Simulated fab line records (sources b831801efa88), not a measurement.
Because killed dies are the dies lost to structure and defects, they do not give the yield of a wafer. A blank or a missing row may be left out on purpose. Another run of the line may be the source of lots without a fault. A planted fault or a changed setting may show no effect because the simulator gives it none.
Which tool did it? / flow sky130 / 12 lots, 36 wafers sampled, at 1 step of a route of 708

== WHAT THE GAUGES SHOWED, per wafer ==
SKY_METAL2_THK_MEAS_06: measures by xrf. Usual: METAL2_ALCU_THK typically reads 247 nm, with standard deviation 3.4.
lot=L613; measured=day 34 01:40; on=film-metro-03; METAL2_ALCU_THK (nm)=251 252 251; flag=
lot=L614; measured=day 34 03:48; on=film-metro-04; METAL2_ALCU_THK (nm)=252 251 253; flag=
lot=L615; measured=day 34 20:30; on=film-metro-04; METAL2_ALCU_THK (nm)=249 248 246; flag=
lot=L616; measured=day 35 00:42; on=film-metro-03; METAL2_ALCU_THK (nm)=243 246 245; flag=
lot=L618; measured=day 35 12:32; on=film-metro-03; METAL2_ALCU_THK (nm)=243 246 245; flag=
lot=L619; measured=day 36 03:23; on=film-metro-03; METAL2_ALCU_THK (nm)=251 248 245; flag=
lot=L622; measured=day 36 23:07; on=film-metro-01; METAL2_ALCU_THK (nm)=244 239 241; flag=
lot=L628; measured=day 38 21:18; on=film-metro-04; METAL2_ALCU_THK (nm)=246 246 246; flag=
lot=L627; measured=day 38 21:32; on=film-metro-01; METAL2_ALCU_THK (nm)=251 250 250; flag=
lot=L632; measured=day 40 02:02; on=film-metro-03; METAL2_ALCU_THK (nm)=249 249 252; flag=
lot=L635; measured=day 40 23:37; on=film-metro-01; METAL2_ALCU_THK (nm)=248 251 250; flag=
lot=L636; measured=day 41 09:43; on=film-metro-03; METAL2_ALCU_THK (nm)=246 244 243; flag=

== WHICH TOOL RAN EACH LOT (tool, then ch and the chambers of the sampled wafers, then the start) ==
Before these readings, the record contains no process step.

== AS READ BY THE TOOLS THEMSELVES (means over the sampled wafers that have a number; for cases with no such wafer, the mark the record gives instead) ==
The record holds no such reading with a usual standard deviation.

== THE ANSWER, worked out from the rows above alone ==
Rule: lot off if the mean of its wafers having a number is beyond 3 standard deviations from the usual mean. Also off: a lot with no number at a reading for which 4 or more lots have one. Any other lot the step has rows for is counted as sound. Order of review: gauges by route order, followed by the tools' own readings, for which a lot's mean as printed above is used. The first step at which some lot is off is used, and at that step the reading that is off furthest; a lot without a number counts as furthest.
Across all readings shown, no lot is off: no conclusion can be drawn from this.

== WHAT HAD BEEN PUT IN BY THE SIMULATOR ==
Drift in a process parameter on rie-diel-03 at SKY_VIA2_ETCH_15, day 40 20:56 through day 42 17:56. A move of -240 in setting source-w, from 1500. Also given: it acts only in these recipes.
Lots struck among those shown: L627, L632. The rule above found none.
